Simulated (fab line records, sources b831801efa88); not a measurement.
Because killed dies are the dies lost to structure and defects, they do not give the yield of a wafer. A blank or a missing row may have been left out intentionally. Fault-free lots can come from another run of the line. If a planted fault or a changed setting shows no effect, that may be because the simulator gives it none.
A lot that was struck, set against a sound lot + flow gf180mcu + 16 out of 602 route steps
Sound: these wafers, L346.3, L346.4, L346.6. Struck: wafer L342.1. (L342.3, L342.4 of the same lot were not struck and are left out.) The cause comes at the end.
Each step with rows lists, per side, the tool, then ch with its chambers, then its first start. Under that, the readings that differ: sound wafers + struck wafers + difference of the means + sigmas: that difference in standard deviations of wafers without a fault.
alike: a reading whose means differ by less than 2 such deviations, as well as words and numbers matching on both sides. not compared: withheld readings; readings where some wafer has no value; bounds like >300 that might hide an equal value; numbers whose values overlap and for which the record gives no deviation.
The two part at a step that has a row with sigmas, a row that says differs or no value, or rows on one side only. When numbers do not overlap yet have no deviation, they are printed without sigmas and do not part them. Lack of a reading on every wafer of one side parts them only where that side has two or more wafers.

GF_STI_THK_MEAS_02:
  sound on film metro-02, day 6 01:32; struck on film metro-02, day 5 08:14
  alike: STI_OXIDATION_THK
then, 1 step without rows for these wafers: GF_STI_CVD_03 (deposits Si3N4 from DCS/NH3, target thk 207.16 nm, time 3551 s).
GF_STI_THK_MEAS_04:
  sound on film metro-02, day 6 03:35; struck on film metro-04, day 5 10:17
  alike: STI_CVD_03_THK
then, 7 steps without rows for these wafers: GF_STI_DEHYDRATE_05 (time 60 s); GF_STI_HMDS_06 (prime time 60 s); GF_STI_COAT_07 (resist thk 700 nm); GF_STI_SOFTBAKE_08 (time 60 s); GF_STI_EXPOSE_09 (exposes mask COMP, target cd 220 nm); GF_STI_PEB_10 (peb time 90 s); GF_STI_DEVELOP_11 (develop time 60 s).
GF_STI_CD_MEAS_12: the cd target is 220 nm.
  sound on cd sem-02, day 6 18:30; struck on cd sem-02, day 6 00:30
  alike: cd nm
GF_STI_ETCH_13: etches the open film in CHF3/O2, stops on Si, target depth 282.31 nm, time 112.9 s.
  sound on rie diel-04 ch 2,3, day 6 18:35; struck on rie diel-03 ch 0, day 6 00:37
  alike: drypump motor current A, oes product au, run length s, throttle valve pct
  not compared: rf hours counter h
GF_STI_ETCH_14: etches Si in HBr/Cl2/O2, target depth 360 nm, time 102.9 s.
  sound on rie si-01 ch 0,1,2, day 6 18:40; struck on rie si-02 ch 1, day 6 00:42
| reading                              | sound             | struck | difference | sigmas      |
|--------------------------------------|-------------------|--------|------------|-------------|
| run length s (s)                     | 131.6 131.5 131.1 | 80.1   | -51.3      | -99 or more |
| model.etch.depth nm (nm)             | 352.9 371.2 361.2 | 183.6  | -178.2     |             |
| model.STI.feature depth nm (nm)      | 352.9 371.2 361.2 | 183.6  | -178.2     |             |
| model.KrF_of_STI_COAT_07.thk nm (nm) | 328.6 322.3 325.7 | 381.4  | +55.9      |             |
  alike: HBr_flow_sccm, drypump motor current A, oes product au, throttle valve pct
  not compared: rf hours counter h
GF_STI_STRIP_15: strips in O2/N2.
  sound on plasma asher-02 ch 0,1, day 6 18:46; struck on plasma asher-02 ch 0, day 6 00:47
| reading                      | sound             | struck | difference                   | sigmas |
|------------------------------|-------------------|--------|------------------------------|--------|
| oes product au (a.u.)        | 0.384 0.378 0.372 | 0.410  | +0.032                       | +7     |
| rf hours counter h (h)       | - - -             | 45     | no value on the sound wafers |        |
| strip time to endpoint s (s) | 3.82 3.76 3.79    | 4.38   | +0.59                        | +15    |
  alike: drypump motor current A, heater power w
then, 1 step without rows for these wafers: GF_STI_CLEAN_16 (cleans in dHF, time 25 s).
-- the record jumps here: 28 days lie between the struck wafers' starts before and after (it left off in module STI and takes up again in module PASSIVATION, whose first step shown is number 602 of the route) --
GF_PASSIVATION_PROBE_99:
  sound on prober-02, day 34 21:25; struck on prober-02, day 34 01:13
| reading                                 | sound                        | struck | difference | sigmas |
|-----------------------------------------|------------------------------|--------|------------|--------|
| model.etest.ldpmos_10p0.r on ohm um     | 1.11e+04 1.126e+04 1.117e+04 | 9740   | -1437      |        |
| model.etest.pwell in dnwell.line ohm um | 4081 4585 4320               | 2772   | -1557      |        |
| model.etest.ldnmos_10p0.r on ohm um     | 3762 3836 3802               | 2957   | -843       |        |
| model.etest.pwell in dnwell.rs ohm sq   | 2479 2702 2586               | 1685   | -904       |        |
| model.etest.p drift.rs ohm sq           | 2384 2576 2451               | 1859   | -611       |        |
| model.etest.n drift.rs ohm sq           | 1150 1256 1194               | 841.2  | -358.8     |        |
| model.etest.nwell.line ohm um           | 1145 1193 1162               | 861.8  | -304.9     |        |
| model.etest.nwell.rs ohm sq             | 982 1036 1012                | 742.5  | -267.5     |        |

== WHERE THEY PART ==
At GF_STI_ETCH_14 first; at GF_STI_STRIP_15 last (within this record only).

WHY: what had been put in by the simulator
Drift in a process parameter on rie si-02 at GF_STI_ETCH_14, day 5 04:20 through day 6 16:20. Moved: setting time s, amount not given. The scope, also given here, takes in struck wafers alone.
